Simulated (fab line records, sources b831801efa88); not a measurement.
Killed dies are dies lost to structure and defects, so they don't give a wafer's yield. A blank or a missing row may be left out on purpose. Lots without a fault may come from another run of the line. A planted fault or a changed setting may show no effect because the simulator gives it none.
A struck lot beside a sound one | flow sky130 | 15 steps out of a route of 708
Sound: wafers L910.1, L910.2, L910.6. Struck: wafer L923.6. (L923.2 of the same lot was not struck and is left out.) The cause comes at the end.
At each step with rows: each side's tool, then ch and its chambers, then its first start. Under that, the readings that differ: sound wafers | struck wafers | difference of the means | sigmas: that difference in standard deviations of wafers without a fault.
alike: readings whose means differ by less than 2 such deviations, and words and numbers that are the same on both sides. not compared: withheld readings, readings that some wafer has no value for, bounds like >300 that may hide the same value, and numbers for which the record gives no deviation and whose values overlap.
The two part at a step that has a row with sigmas, a row that says differs or no value, or rows on one side only. Numbers that don't overlap but have no deviation are shown without sigmas and don't part them. A reading that every wafer of one side lacks parts them only if that side has two wafers or more.

SKY_CONTACT_OVL_MEAS_15:
  sound on overlay-01, day 31 04:26; struck on overlay-01, day 34 21:52
  alike: CONTACT_OVL
SKY_CONTACT_ETCH_16: etches BARC in N2/H2, stops on SiO2, time 45.9 s, target depth 60 nm.
  sound on rie_diel-01 ch 1,2, day 31 04:28; struck on rie_diel-03 ch 3, day 34 21:53
  alike: drypump_motor_current_A, oes_product_au, throttle_valve_pct
  not compared: rf_hours_counter_h
SKY_CONTACT_ETCH_17: etches SiO2 in C4F8/O2/Ar, stops on Si3N4, target depth 340 nm.
  sound on rie_diel-01 ch 1,2, day 31 04:31; struck on rie_diel-03 ch 3, day 34 21:56
  alike: oes_product_au
SKY_CONTACT_ETCH_18: etches Si3N4 in CHF3/O2, stops on TiN, time 39 s, target depth 75 nm.
  sound on rie_diel-01 ch 1,2; struck on rie_diel-03 ch 3
  alike: drypump_motor_current_A, oes_product_au, throttle_valve_pct
  not compared: rf_hours_counter_h
SKY_CONTACT_STRIP_19: strips in O2/N2.
  sound on plasma_asher-02 ch 0,1, day 31 04:37; struck on plasma_asher-01 ch 0, day 34 22:01
  reading                     | sound             | struck | difference | sigmas
  drypump_motor_current_A (A) | 5.4 6.1 5.5       | 6.4    | +0.7       | +2
  oes_product_au (a.u.)       | 0.383 0.380 0.374 | 0.368  | -0.011     | -2
  alike: o2_flow_sccm, strip_time_to_endpoint_s
  not compared: rf_hours_counter_h
then, 5 steps without rows for these wafers: SKY_CONTACT_STRIP_20 (strips in post etch residue remover, time 1200 s); SKY_CONTACT_CLEAN_21 (cleans in IPA, time 180 s); SKY_CONTACT_CLEAN_22 (cleans in O3/DIW); SKY_CONTACT_SPUTTER_23 (material TiN, target thk 20 nm, time 80 s); SKY_CONTACT_CVD_24 (deposits W, target thk 340 nm, time 102.12 s).
SKY_CONTACT_RS_MEAS_25: measures by four-point-probe.
  sound on film_metro-01, day 31 05:23; struck on film_metro-01, day 34 22:50
  alike: CONTACT_W_RS
SKY_CONTACT_THK_MEAS_26: measures by xrf.
  sound on film_metro-01, day 31 05:30; struck on film_metro-01, day 34 22:57
  alike: CONTACT_W_THK
SKY_CONTACT_CMP_27: polishes, stops on SiO2, t overpolish 15 s, target thk 0 nm.
  sound on cmp-02 ch 2,3, day 31 05:37; struck on cmp-02 ch 2, day 34 23:03
  reading                | sound                | struck | difference | sigmas
  overpolish_run_s (s)   | 14.986 15.011 15.003 | 0.044  | -14.956    | -99 or more
  time_to_endpoint_s (s) | 84 90 84             | 125    | +39        | +12
  alike: motor_current_A
SKY_METAL1_SPUTTER_00: material Ti, target thk 15 nm, time 10 s.
  the record has rows for the sound wafers here (pvd_sputter-03, day 31 05:52) and none for the struck ones
-- the record jumps here: 14 days lie between the struck wafers' starts before and after (it left off in module METAL1 and takes up again in module PAD_OPEN, whose first step shown is number 708 of the route) --
SKY_PAD_OPEN_PROBE_99:
  sound on prober-02, day 45 15:59; struck on prober-01, day 48 12:39
  reading            | sound    | struck | difference | sigmas
  killed_at_contacts | 25 23 20 | 431    | +408       | +76
  killed_dies        | 86 80 87 | 492    | +408       | +44
  killed_on_rim      | 17 14 23 | 96     | +78        | +20
  alike: killed_at_M0_to_M3, killed_at_M4_up, killed_at_front_end, killed_at_other, killed_open, killed_short

WHERE THEY PART
First at SKY_CONTACT_STRIP_19; last, within this record, at SKY_PAD_OPEN_PROBE_99.

WHY: what the simulator had put in
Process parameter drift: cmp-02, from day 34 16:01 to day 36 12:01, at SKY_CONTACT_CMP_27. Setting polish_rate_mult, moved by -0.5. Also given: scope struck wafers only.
